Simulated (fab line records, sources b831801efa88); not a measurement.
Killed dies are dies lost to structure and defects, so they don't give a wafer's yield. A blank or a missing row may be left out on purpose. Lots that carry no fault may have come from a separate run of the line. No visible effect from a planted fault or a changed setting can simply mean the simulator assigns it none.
fab line records -- flow sfq-line
record: lots: 5, wafers: 23
route steps=325 shown C5@243 M6@256 I6@274 I7@296 M8@319
start-h: start of the lot's first displayed wafer, in hours after the record's first day -- wait-h: hours from the lot's prior step to this one -- " unchanged from the row above -- L1.1+2: a row that stands for several wafers -- - value missing, or start not given -- * or withheld: withheld -- < > ~ a bound
route shown NAME@n: names a module that has steps shown in the file, with the first one's number in the route -- usual: mean/standard deviation taken from wafers without a fault -- same: alike in all rows -- chamber/n: place in a boat -- sites: per-site readings -- _std_site: standard deviation of those values -- _edge_site: inner sites' mean taken away from outer sites' mean -- radius-mm: how far each site lies from the wafer's centre -- mask NAME#n: copy n -- behind: the most recent tool/chamber to have shaped the wafer -- hold: why the lot went on hold/how many hours it stayed there/how the hold came to an end -- device: the transistor (n, p or np) that didn't switch -- end of line: the same wafers' tests at the end of the route -- a step with no rows: only its recipe -- killed: dies lost to structure and defects at the first sort, not the wafer's yield -- map: a wafer's dies, x killed, . not, _ none there
set.NAME: the setting the step ran with; set.NAME@STEP: the setting that earlier step ran with -- model.NAME: the simulator's own value behind a step, which no gauge read
one table per step and one row per wafer, for lots whose settings were changed on purpose
== steps ==
step: SFQ_TRILAYER_C5_LITHO_EXPOSE_152
recipe: mask-id: C5, na: 0.6, source-shape: conventional, sigma-outer: 0.65, target-cd-nm: 500, dose-mj: 21.3
lot.wafer,tool,chamber,start-h,wait-h,mask,set.dose-mj
L076.2+5,krf-scanner-02,0,1540.27,-,C5#0,20.03
L076.3+4+6,krf-scanner-02,0,1540.27,-,C5#0,21.3
L077.1+2+4,krf-scanner-02,0,1579.67,-,C5#0,21.3
L077.3+6,krf-scanner-02,0,1579.67,-,C5#0,20.13
L079.2+4+6,krf-scanner-02,0,1595.47,-,C5#0,21.3
L082.1+3+6,krf-scanner-02,0,1750.26,-,C5#0,22.45
L082.4+5,krf-scanner-02,0,1750.26,-,C5#0,21.3
L084.1+2,krf-scanner-02,0,1767.06,-,C5#0,21.3
L084.3+4+5,krf-scanner-02,0,1767.06,-,C5#0,19.83
step: SFQ_TRILAYER_C5_LITHO_PEB_154
recipe: peb-temp-c: 115, peb-time-s: 60, resist: KrF
step: SFQ_TRILAYER_C5_LITHO_DEVELOP_153
recipe: time-s: 60, resist: KrF
step: SFQ_TRILAYER_C5_BARC_OPEN_VIA_ETCH_210
recipe: mask-material: PR, chemistry: O2, target-depth-nm: 125, target: BARC, source-w: 500, bias-w: 80, pressure-mtorr: 30, time-s: 41.7
lot.wafer,tool,chamber,start-h,wait-h,set.dose-mj@TRILAYER_C5_LITHO_EXPOSE_152,model.C5.cd-nm
L076.2,rie-diel-01,0,1541.61,0.0,20.03,489.7
L076.3,rie-diel-01,2,1541.61,0.0,21.3,499.3
L076.4,rie-diel-01,3,1541.61,0.0,21.3,498.6
L076.5,rie-diel-01,1,1541.61,0.0,20.03,489.8
L076.6,rie-diel-01,0,1541.61,0.0,21.3,500.1
L077.1,rie-diel-01,1,1581.21,0.0,21.3,499.5
L077.2,rie-diel-01,2,1581.21,0.0,21.3,500.1
L077.3,rie-diel-01,0,1581.21,0.0,20.13,490.5
L077.4,rie-diel-01,0,1581.21,0.0,21.3,499.4
L077.6,rie-diel-01,2,1581.21,0.0,20.13,490.7
L079.2,rie-diel-01,0,1596.81,0.0,21.3,499.4
L079.4,rie-diel-01,3,1596.81,0.0,21.3,500
L079.6,rie-diel-01,1,1596.81,0.0,21.3,501.2
L082.1,rie-diel-01,2,1751.80,0.0,22.45,508.3
L082.3,rie-diel-01,1,1751.80,0.0,22.45,507.5
L082.4,rie-diel-01,3,1751.80,0.0,21.3,499
L082.5,rie-diel-01,2,1751.80,0.0,21.3,499.1
L082.6,rie-diel-01,3,1751.80,0.0,22.45,507.2
L084.1,rie-diel-04,3,1768.60,0.0,21.3,499.6
L084.2,rie-diel-04,0,1768.60,0.0,21.3,501.6
L084.3,rie-diel-04,1,1768.60,0.0,19.83,487.3
L084.4,rie-diel-04,2,1768.60,0.0,19.83,488
L084.5,rie-diel-04,0,1768.60,0.0,19.83,490.1
step: SFQ_TRILAYER_M6_LITHO_COAT_159
recipe: resist: KrF, spin-rpm: 3000, resist-thk-nm: 600
lot.wafer,tool,chamber,start-h,wait-h,set.spin-rpm,model.KrF_of_TRILAYER_M6_LITHO_COAT_159.thk-nm
L076.2,litho-track-01,0,1543.23,0.2,3000,599.5
L076.3,litho-track-01,0,1543.23,0.2,3088,591.8
L076.4,litho-track-01,0,1543.23,0.2,3000,599.6
L076.5,litho-track-01,0,1543.23,0.2,3088,591.3
L076.6,litho-track-01,0,1543.23,0.2,3088,590.6
L077.1,litho-track-01,0,1582.67,0.2,3000,601
L077.2,litho-track-01,0,1582.67,0.2,2913,610.7
L077.3,litho-track-01,0,1582.67,0.2,2913,609.3
L077.4,litho-track-01,0,1582.67,0.2,3000,602.7
L077.6,litho-track-01,0,1582.67,0.2,3000,602.4
L079.2,litho-track-03,0,1598.32,0.2,3000,600.3
L079.4,litho-track-03,0,1598.32,0.2,3000,599.7
L079.6,litho-track-03,0,1598.32,0.2,3000,600.5
L082.1,litho-track-01,0,1753.26,0.2,2841,615
L082.3,litho-track-01,0,1753.26,0.2,3000,597.9
L082.4,litho-track-01,0,1753.26,0.2,2841,615.5
L082.5,litho-track-01,0,1753.26,0.2,3000,600.7
L082.6,litho-track-01,0,1753.26,0.2,2841,613.3
L084.1+3,litho-track-02,0,1770.06,0.2,3000,598.5
L084.2,litho-track-02,0,1770.06,0.2,3173,580.9
L084.4,litho-track-02,0,1770.06,0.2,3000,598.1
L084.5,litho-track-02,0,1770.06,0.2,3173,582.8
step: SFQ_TRILAYER_M6_BARC_OPEN_METAL_ETCH_206
recipe: mask-material: PR, chemistry: O2, target-depth-nm: 125, target: BARC, icp-w: 600, bias-w: 80, pressure-mtorr: 10, time-s: 41.7
usual: oes-product-au: 0.685/0.0043
lot.wafer,tool,chamber,start-h,wait-h,set.time-s,set.spin-rpm@TRILAYER_M6_LITHO_COAT_159,oes-product-au,model.KrF_of_TRILAYER_M6_LITHO_COAT_159.thk-nm
L076.2,rie-metal-03,1,1558.41,0.0,46.84,3000,0.667,517.3
L076.3,rie-metal-03,1,1558.41,0.0,46.84,3088,0.676,509.2
L076.4,rie-metal-03,0,1558.41,0.0,41.7,3000,0.690,521.9
L076.5,rie-metal-03,0,1558.41,0.0,46.84,3088,0.680,506.5
L076.6,rie-metal-03,1,1558.41,0.0,41.7,3088,0.684,514.1
L077.1,rie-metal-03,0,1607.56,0.0,41.7,3000,0.693,522.4
L077.2,rie-metal-03,1,1607.56,0.0,38.87,2913,0.712,536.9
L077.3,rie-metal-03,0,1607.56,0.0,38.87,2913,0.713,534.3
L077.4,rie-metal-03,1,1607.56,0.0,38.87,3000,0.708,528.8
L077.6,rie-metal-03,0,1607.56,0.0,41.7,3000,0.684,523.5
L079.2,rie-metal-02,1,1623.16,0.0,41.7,3000,0.683,522.4
L079.4,rie-metal-02,0,1623.16,0.0,41.7,3000,0.685,521.7
L079.6,rie-metal-02,1,1623.16,0.0,41.7,3000,0.684,522.9
L082.1,rie-metal-03,0,1755.37,0.0,41.7,2841,0.686,536.9
L082.3,rie-metal-03,0,1755.37,0.0,41.7,3000,0.686,520
L082.4,rie-metal-03,1,1755.37,0.0,35.7,2841,0.738,546.6
L082.5,rie-metal-03,1,1755.37,0.0,41.7,3000,0.685,524.8
L082.6,rie-metal-03,0,1755.37,0.0,35.7,2841,0.743,542.4
L084.1,rie-metal-02,1,1772.24,0.0,41.7,3000,0.691,520.3
L084.2,rie-metal-02,0,1772.24,0.0,41.7,3173,0.684,503.2
L084.3,rie-metal-02,1,1772.24,0.0,41.7,3000,0.685,520.4
L084.4,rie-metal-02,0,1772.24,0.0,41.7,3000,0.679,520.4
L084.5,rie-metal-02,1,1772.24,0.0,41.7,3173,0.687,504.6
step: SFQ_TRILAYER_I6_VIA_LITHO_PEB_172
recipe: peb-temp-c: 115, peb-time-s: 60, resist: KrF
lot.wafer,tool,chamber,start-h,wait-h,set.peb-time-s
L076.2+4+6,litho-track-01,0,1585.70,0.8,60
L076.3+5,litho-track-01,0,1585.70,0.8,65.27
L077.1+2,litho-track-01,0,1643.22,1.0,60
L077.3+4+6,litho-track-01,0,1643.22,1.0,56.86
L079.2+4+6,litho-track-03,0,1659.85,0.8,60
L082.1+3+4+5+6,litho-track-04,0,1762.68,1.0,60
L084.1+2+5,litho-track-03,0,1866.92,1.0,60
L084.3+4,litho-track-03,0,1866.92,1.0,53.54
step: SFQ_TRILAYER_I6_VIA_BARC_OPEN_VIA_ETCH_235
recipe: mask-material: PR, chemistry: O2, target-depth-nm: 125, target: BARC, source-w: 500, bias-w: 80, pressure-mtorr: 30, time-s: 41.7
usual: oes-product-au: 0.687/0.0048
lot.wafer,tool,chamber,start-h,wait-h,set.time-s,set.peb-time-s@TRILAYER_I6_VIA_LITHO_PEB_172,oes-product-au,model.I6.cd-nm
L076.2,rie-diel-03,0,1586.01,0.0,41.7,60,0.691,699.9
L076.3,rie-diel-03,1,1586.01,0.0,41.7,65.27,0.685,710
L076.4,rie-diel-03,2,1586.01,0.0,41.7,60,0.688,699
L076.5,rie-diel-03,0,1586.01,0.0,41.7,65.27,0.685,712.3
L076.6,rie-diel-03,1,1586.01,0.0,41.7,60,0.691,698.7
L077.1,rie-diel-01,0,1643.56,0.0,41.7,60,0.684,698.5
L077.2,rie-diel-01,3,1643.56,0.0,41.7,60,0.681,698.9
L077.3,rie-diel-01,1,1643.56,0.0,36.87,56.86,0.727,690.2
L077.4,rie-diel-01,2,1643.56,0.0,41.7,56.86,0.698,688.6
L077.6,rie-diel-01,0,1643.56,0.0,36.87,56.86,0.724,689.9
L079.2,rie-diel-01,2,1660.16,0.0,41.7,60,0.700,697.5
L079.4,rie-diel-01,1,1660.16,0.0,41.7,60,0.680,699
L079.6,rie-diel-01,0,1660.16,0.0,41.7,60,0.691,701.1
L082.1,rie-diel-03,0,1763.01,0.0,41.7,60,0.683,702.5
L082.3,rie-diel-03,1,1763.01,0.0,41.7,60,0.686,702.7
L082.4,rie-diel-03,3,1763.01,0.0,41.7,60,0.687,701.2
L082.5,rie-diel-03,2,1763.01,0.0,41.7,60,0.694,700.8
L082.6,rie-diel-03,1,1763.01,0.0,41.7,60,0.693,701.1
L084.1,rie-diel-01,0,1867.25,0.0,41.7,60,0.684,700.7
L084.2,rie-diel-01,3,1867.25,0.0,43.64,60,0.679,701.9
L084.3,rie-diel-01,2,1867.25,0.0,41.7,53.54,0.685,682.2
L084.4,rie-diel-01,0,1867.25,0.0,43.64,53.54,0.677,684.2
L084.5,rie-diel-01,2,1867.25,0.0,41.7,60,0.681,698.3
step: SFQ_TRILAYER_I7_DEP_PECVD_183
recipe: material: SiO2, temp-c: 150, time-s: 111.11, pressure-torr: 2.4, rf-w: 183.3, precursor: SiH4/N2O, target-thk-nm: 500
lot.wafer,tool,chamber,start-h,wait-h,set.time-s,model.SiO2_of_TRILAYER_I7_DEP_PECVD_183.thk-nm
L076.2,pecvd-04,2,1615.31,0.0,111.11,496.1
L076.3,pecvd-04,2,1615.31,0.0,104.6,475.1
L076.4,pecvd-04,0,1615.31,0.0,104.6,462
L076.5,pecvd-04,0,1615.31,0.0,104.6,466.6
L076.6,pecvd-04,2,1615.31,0.0,111.11,501.4
L077.1,pecvd-04,2,1652.52,0.0,111.11,501.4
L077.2,pecvd-04,1,1652.52,0.0,101.6,459.1
L077.3,pecvd-04,0,1652.52,0.0,101.6,451.9
L077.4,pecvd-04,1,1652.52,0.0,101.6,473.4
L077.6,pecvd-04,0,1652.52,0.0,111.11,503
L079.2,pecvd-04,0,1665.37,0.0,111.11,492.7
L079.4,pecvd-04,1,1665.37,0.0,111.11,509.8
L079.6,pecvd-04,2,1665.37,0.0,111.11,498.9
L082.1,pecvd-02,2,1769.35,0.0,100.4,434.5
L082.3,pecvd-02,1,1769.35,0.0,111.11,493.9
L082.4,pecvd-02,0,1769.35,0.0,111.11,495.5
L082.5,pecvd-02,2,1769.35,0.0,100.4,441.9
L082.6,pecvd-02,1,1769.35,0.0,100.4,450.6
L084.1,pecvd-04,1,1874.63,0.0,111.11,498.4
L084.2,pecvd-04,2,1874.63,0.0,111.11,493.1
L084.3,pecvd-04,0,1874.63,0.0,111.11,496.6
L084.4,pecvd-04,2,1874.63,0.0,111.11,498.7
L084.5,pecvd-04,1,1874.63,0.0,111.11,509.2
step: SFQ_TRILAYER_I7_CMP_CMP_184
recipe: material: SiO2, down-force-psi: 3, platen-rpm: 60, pad-velocity-m-s: 0.94248
usual: time-to-endpoint-s: 215/8
lot.wafer,tool,chamber,start-h,wait-h,set.time-s@TRILAYER_I7_DEP_PECVD_183,time-to-endpoint-s
L076.4,cmp-02,0,1641.35,26.0,104.6,195
L076.2,cmp-02,1,1641.35,26.0,111.11,217
L076.3,cmp-02,2,1641.35,26.0,104.6,207
L076.6,cmp-02,0,1643.35,27.9,111.11,217
L076.5,cmp-02,1,1643.35,27.9,104.6,202
L077.3,cmp-01,1,1682.25,29.7,101.6,172
L077.2,cmp-01,2,1682.25,29.7,101.6,176
L077.4,cmp-01,3,1682.25,29.7,101.6,188
L077.1,cmp-01,0,1682.25,29.7,111.11,204
L077.6,cmp-01,2,1684.75,32.2,111.11,204
L079.4,cmp-01,3,1700.25,34.8,111.11,213
L079.2,cmp-01,1,1701.25,35.8,111.11,202
L079.6,cmp-01,0,1702.75,37.3,111.11,201
L082.3,cmp-02,2,1769.93,0.5,111.11,210
L082.4,cmp-02,3,1769.93,0.5,111.11,226
L082.1,cmp-02,0,1769.93,0.5,100.4,175
L082.6,cmp-02,1,1769.93,0.5,100.4,186
L082.5,cmp-02,2,1769.93,0.5,100.4,173
L084.4,cmp-01,1,1874.79,0.1,111.11,217
L084.2,cmp-01,2,1874.79,0.1,111.11,208
L084.1,cmp-01,3,1874.79,0.1,111.11,221
L084.3,cmp-01,0,1874.79,0.1,111.11,214
L084.5,cmp-01,2,1877.29,2.6,111.11,216
step: SFQ_TRILAYER_I7_VIA_LITHO_PEB_190
recipe: peb-temp-c: 115, peb-time-s: 60, resist: KrF
lot.wafer,tool,chamber,start-h,wait-h,set.peb-temp-c
L076.2+3,litho-track-04,0,1651.65,0.8,111.4
L076.4+5+6,litho-track-04,0,1651.65,0.8,115
L077.1+2+3+4+6,litho-track-03,0,1690.26,1.0,115
L079.2+4+6,litho-track-03,0,1707.91,0.8,115
L082.1+3+4+5+6,litho-track-02,0,1801.46,1.0,115
L084.1+2,litho-track-02,0,1884.23,1.0,115
L084.3+4+5,litho-track-02,0,1884.23,1.0,117.4
step: SFQ_TRILAYER_I7_VIA_BARC_OPEN_VIA_ETCH_260
recipe: mask-material: PR, chemistry: O2, target-depth-nm: 125, target: BARC, source-w: 500, bias-w: 80, pressure-mtorr: 30, time-s: 41.7
usual: oes-product-au: 0.684/0.0048
lot.wafer,tool,chamber,start-h,wait-h,set.time-s,set.peb-temp-c@TRILAYER_I7_VIA_LITHO_PEB_190,oes-product-au,model.I7.cd-nm,model.KrF_of_TRILAYER_I7_VIA_LITHO_COAT_187.thk-nm
L076.2,rie-diel-02,3,1651.96,0.0,41.7,111.4,0.687,924.5,576.7
L076.3,rie-diel-02,2,1651.96,0.0,41.7,111.4,0.683,924.7,574
L076.4,rie-diel-02,0,1651.96,0.0,41.7,115,0.685,1002,573.2
L076.5,rie-diel-02,0,1651.96,0.0,44.85,115,0.679,1002,572.1
L076.6,rie-diel-02,1,1651.96,0.0,44.85,115,0.676,1000,572.2
L077.1,rie-diel-04,1,1690.60,0.0,38.46,115,0.714,998.8,578.3
L077.2,rie-diel-04,0,1690.60,0.0,41.7,115,0.686,998.1,575.3
L077.3,rie-diel-04,3,1690.60,0.0,41.7,115,0.685,998.5,575.8
L077.4,rie-diel-04,2,1690.60,0.0,38.46,115,0.707,997.7,577.7
L077.6,rie-diel-04,3,1690.60,0.0,41.7,115,0.682,997.7,575.4
L079.2,rie-diel-03,3,1708.22,0.0,41.7,115,0.679,998.4,575.7
L079.4,rie-diel-03,2,1708.22,0.0,41.7,115,0.687,999.1,577.1
L079.6,rie-diel-03,2,1708.22,0.0,41.7,115,0.686,998.3,576.9
L082.1,rie-diel-03,1,1801.79,0.0,37.74,115,0.718,999.9,583.1
L082.3,rie-diel-03,2,1801.79,0.0,41.7,115,0.683,1004,577.3
L082.4,rie-diel-03,3,1801.79,0.0,37.74,115,0.724,1002,584
L082.5,rie-diel-03,1,1801.79,0.0,41.7,115,0.685,1002,577.4
L082.6,rie-diel-03,2,1801.79,0.0,41.7,115,0.680,1003,578.1
L084.1,rie-diel-02,0,1884.57,0.0,41.7,115,0.682,1003,574.3
L084.2,rie-diel-02,3,1884.57,0.0,36.67,115,0.725,1002,577.4
L084.3,rie-diel-02,2,1884.57,0.0,36.67,117.4,0.728,1041,582.2
L084.4,rie-diel-02,1,1884.57,0.0,36.67,117.4,0.733,1042,579.4
L084.5,rie-diel-02,3,1884.57,0.0,41.7,117.4,0.685,1042,575
step: SFQ_TRILAYER_M8_DEP_EVAP_197
recipe: material: Ti, angular-spread-deg: 1, target-thk-nm: 20, time-s: 100, power-w: 2000
lot.wafer,tool,chamber,start-h,wait-h,set.time-s,model.Ti_of_TRILAYER_M8_DEP_EVAP_197.thk-nm
L076.2,pvd-sputter-02,-,1658.95,0.0,100,19.9
L076.3,pvd-sputter-02,-,1658.95,0.0,106.9,21.17
L076.4,pvd-sputter-02,-,1658.95,0.0,106.9,21.45
L076.5,pvd-sputter-02,-,1658.95,0.0,100,19.99
L076.6,pvd-sputter-02,-,1658.95,0.0,100,19.82
L077.1,pvd-sputter-01,-,1697.79,0.0,100,19.82
L077.2,pvd-sputter-01,-,1697.79,0.0,108.7,21.77
L077.3,pvd-sputter-01,-,1697.79,0.0,108.7,21.59
L077.4,pvd-sputter-01,-,1697.79,0.0,100,20.17
L077.6,pvd-sputter-01,-,1697.79,0.0,100,20.02
L079.2,pvd-sputter-01,-,1782.79,0.0,100,19.96
L079.4,pvd-sputter-01,-,1782.79,0.0,100,19.91
L079.6,pvd-sputter-01,-,1782.79,0.0,100,19.81
L082.1,pvd-sputter-02,-,1807.91,0.0,91.13,18.41
L082.3,pvd-sputter-02,-,1807.91,0.0,100,20.33
L082.4,pvd-sputter-02,-,1807.91,0.0,100,20.61
L082.5,pvd-sputter-02,-,1807.91,0.0,100,20.26
L082.6,pvd-sputter-02,-,1807.91,0.0,91.13,18.47
L084.1,pvd-sputter-02,-,1966.16,0.0,109.8,21.99
L084.2,pvd-sputter-02,-,1966.16,0.0,100,20.2
L084.3,pvd-sputter-02,-,1966.16,0.0,109.8,22.05
L084.4,pvd-sputter-02,-,1966.16,0.0,100,19.77
L084.5,pvd-sputter-02,-,1966.16,0.0,100,20.05
== key ==
split: step: SFQ_TRILAYER_C5_LITHO_EXPOSE_152, setting: dose-mj, stated: 21.3, by: wafer
response: step: SFQ_TRILAYER_C5_BARC_OPEN_VIA_ETCH_210, reading: model.C5.cd-nm, change: +1.67, per: 1%, r: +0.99
split: step: SFQ_TRILAYER_M6_LITHO_COAT_159, setting: spin-rpm, stated: 3000, by: wafer
response: step: SFQ_TRILAYER_M6_LITHO_COAT_159, reading: model.KrF_of_TRILAYER_M6_LITHO_COAT_159.thk-nm, change: -2.85, per: 1%, r: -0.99
response: step: SFQ_TRILAYER_M6_BARC_OPEN_METAL_ETCH_206, reading: model.KrF_of_TRILAYER_M6_LITHO_COAT_159.thk-nm, change: -3.29, per: 1%, r: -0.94
split: step: SFQ_TRILAYER_M6_BARC_OPEN_METAL_ETCH_206, setting: time-s, stated: 41.7, by: wafer
response: step: SFQ_TRILAYER_M6_BARC_OPEN_METAL_ETCH_206, reading: oes-product-au, change: -0.0027, per: 1%, r: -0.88
response: step: SFQ_TRILAYER_M6_BARC_OPEN_METAL_ETCH_206, reading: model.KrF_of_TRILAYER_M6_LITHO_COAT_159.thk-nm, slope: -0.51, per: 1%, together-with: spin-rpm@TRILAYER_M6_LITHO_COAT_159, explained: 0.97
split: step: SFQ_TRILAYER_I6_VIA_LITHO_PEB_172, setting: peb-time-s, stated: 60, by: wafer
response: step: SFQ_TRILAYER_I6_VIA_BARC_OPEN_VIA_ETCH_235, reading: model.I6.cd-nm, change: +1.53, per: 1%, r: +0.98
split: step: SFQ_TRILAYER_I6_VIA_BARC_OPEN_VIA_ETCH_235, setting: time-s, stated: 41.7, by: wafer
response: step: SFQ_TRILAYER_I6_VIA_BARC_OPEN_VIA_ETCH_235, reading: oes-product-au, change: -0.003, per: 1%, r: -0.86
split: step: SFQ_TRILAYER_I7_DEP_PECVD_183, setting: time-s, stated: 111.11, by: wafer
response: step: SFQ_TRILAYER_I7_DEP_PECVD_183, reading: model.SiO2_of_TRILAYER_I7_DEP_PECVD_183.thk-nm, change: +5.16, per: 1%, r: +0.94
response: step: SFQ_TRILAYER_I7_CMP_CMP_184, reading: time-to-endpoint-s, change: *, per: 1%, r: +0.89
split: step: SFQ_TRILAYER_I7_VIA_LITHO_PEB_190, setting: peb-temp-c, stated: 115, by: wafer
response: step: SFQ_TRILAYER_I7_VIA_BARC_OPEN_VIA_ETCH_260, reading: model.I7.cd-nm, change: +22.7, per: 1%, r: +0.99
split: step: SFQ_TRILAYER_I7_VIA_BARC_OPEN_VIA_ETCH_260, setting: time-s, stated: 41.7, by: wafer
response: step: SFQ_TRILAYER_I7_VIA_BARC_OPEN_VIA_ETCH_260, reading: oes-product-au, change: -0.00331, per: 1%, r: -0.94
response: step: SFQ_TRILAYER_I7_VIA_BARC_OPEN_VIA_ETCH_260, reading: model.KrF_of_TRILAYER_I7_VIA_LITHO_COAT_187.thk-nm, change: -0.438, per: 1%, r: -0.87
split: step: SFQ_TRILAYER_M8_DEP_EVAP_197, setting: time-s, stated: 100, by: wafer
response: step: SFQ_TRILAYER_M8_DEP_EVAP_197, reading: model.Ti_of_TRILAYER_M8_DEP_EVAP_197.thk-nm, change: +0.206, per: 1%, r: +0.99
